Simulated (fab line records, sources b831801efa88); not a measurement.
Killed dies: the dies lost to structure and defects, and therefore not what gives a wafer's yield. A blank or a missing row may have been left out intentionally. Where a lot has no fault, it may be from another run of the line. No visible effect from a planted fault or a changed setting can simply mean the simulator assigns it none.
Chamber matching / flow sky130 / 4 sister chambers for SKY_VIA2_CMP_24 on cmp-01
The step polishes, stops on SiO2, t overpolish 20 s, target thk 0 nm. 4 wafers are shown with their chamber, then 7 later ones without.

WAFERS PAIRED WITH THEIR CHAMBERS
wafer=L713.2; chamber=1; motorCurrentA (A)=10.6
wafer=L713.3; chamber=0; motorCurrentA (A)=9.6
wafer=L715.2; chamber=2; motorCurrentA (A)=12.2
wafer=L715.5; chamber=3; motorCurrentA (A)=13.3

WAFERS WITHOUT THEIR CHAMBER
wafer=L715.6; motorCurrentA (A)=11.9
wafer=L717.4; motorCurrentA (A)=10.4
wafer=L717.5; motorCurrentA (A)=11.9
wafer=L717.6; motorCurrentA (A)=11.0
wafer=L719.1; motorCurrentA (A)=11.6
wafer=L719.5; motorCurrentA (A)=13.0
wafer=L719.6; motorCurrentA (A)=9.7

EACH ONE'S CHAMBER
wafer=L715.6; from the rows above=2; in truth=2
wafer=L717.4; from the rows above=can't be placed: 1 or 0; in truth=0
wafer=L717.5; from the rows above=2; in truth=2
wafer=L717.6; from the rows above=1; in truth=1
wafer=L719.1; from the rows above=can't be placed: 2 or 1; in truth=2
wafer=L719.5; from the rows above=can't be placed: 3 or 2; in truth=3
wafer=L719.6; from the rows above=0; in truth=0
4 of 7 placed correctly. From these rows, 3 cannot be placed; in 3 the true chamber is one of the candidates. Placed wrongly: 0.
How it was worked out, from the rows above alone: a wafer's distance from a chamber is the root of the sum, over the readings, of the square of ((its reading less the chamber's mean) divided by the reading's scatter). The wafer belongs to the nearest chamber; if the next one is less than 2 further off, it can't be placed. For every chamber, the mean is computed from those of its wafers that are shown. The scatter: with one shown wafer a chamber, the root of the mean of the squares of how far each hidden wafer lies from its nearest shown one.
